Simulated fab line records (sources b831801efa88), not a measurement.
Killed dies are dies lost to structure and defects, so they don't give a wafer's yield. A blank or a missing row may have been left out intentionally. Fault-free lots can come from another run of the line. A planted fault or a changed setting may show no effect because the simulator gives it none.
8D (eight disciplines) problem report, filled in by code / flow gf180mcu / the parts of the form that need people (team, actions taken, sign-off) are left out

## 1. WHAT IS WRONG
Wafers without a fault read 588.2 W, standard deviation 2.5; rf fwd power W at GF_SAB_CVD_00 reads a mean of 684.3 W on 3 wafers belonging to 2 lots. That puts it +38 standard deviations away from the usual mean.
The step: deposits SiO2 from TEOS, target thk 50 nm, time 4.9302 s.
First observed at day 18 15:20: wafer L314.2, on pecvd-04. Wafers with a number at this step in the record: 42, from 14 lots. The rule behind "out" and "out of limits": a value lying over 4 standard deviations away from the usual mean. The other wafers with a number count as sound.

## 2. WHAT IT IS; WHAT IT IS NOT
question=which readings at this step | is=rf fwd power W | is not=heater power w
question=which lots | is=L314, L315 | is not=L301, L302, L303, L304, L306, L307, L308, L312, L316, L320, L321, L324
question=which wafers of those lots | is=L314.2, L314.5, L315.1 | is not=L314.4, L315.3, L315.5
question=read on which tools | is=pecvd-04 | is not=pecvd-02, pecvd-03
question=when | is=from day 18 15:20 | is not=up to then (25 sound wafers); but 14 sound wafers of L315, L316, L320, L321, L324 came after

## 3. THE SUSPECTS, EACH WITH WHAT RULES IT OUT
Counting: any tool at a process step up to the reading remains a suspect provided it ran every lot that is out. Sound lots after the first of them don't rule it out here, since some wafers of a struck lot are sound.
- pecvd-04 at GF_SAB_CVD_00 (deposits SiO2 from TEOS, target thk 50 nm, time 4.9302 s): kept. Ran every lot that is out, first one L314 (day 18 15:20); last sound lot up to then L308 (day 16 13:51). On those wafers its own readings are out: rf fwd power W.
- pecvd-04, GF_SAB_CVD_00: wafers that are out in chamber 2, sound lot-mates in chambers 0, 1.
The count leaves pecvd-04 at GF_SAB_CVD_00.

## 4. THE CAUSE (what the simulator had put in)
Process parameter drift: pecvd-04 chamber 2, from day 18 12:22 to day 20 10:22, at GF_SAB_CVD_00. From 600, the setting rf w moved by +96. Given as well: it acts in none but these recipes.
This tool alone remained once counting was done.

## 5. SEQUENCE OF EFFECTS, ordered by route
Each row: a reading whose mean over the struck wafers that have a number lies more than 3 standard deviations from the usual. Only readings for which the record gives a usual standard deviation are gone through. hours: the time from each lot's start at the first step in this table that gives one to its start at this step, as a median over the lots. sigmas: the change in usual standard deviations.
hours=0; step=GF_SAB_CVD_00; reading=rf fwd power W; usual=588.2 W; on struck wafers=684.3; change=+96.1; sigmas=+38
The process steps in it:
- GF_SAB_CVD_00: deposits SiO2 from TEOS, target thk 50 nm, time 4.9302 s.

## 6. WHAT WOULD HAVE CAUGHT IT SOONER
In this record the first reading out of limits was taken at day 18 15:20, 3 hours after the fault began at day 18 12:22.
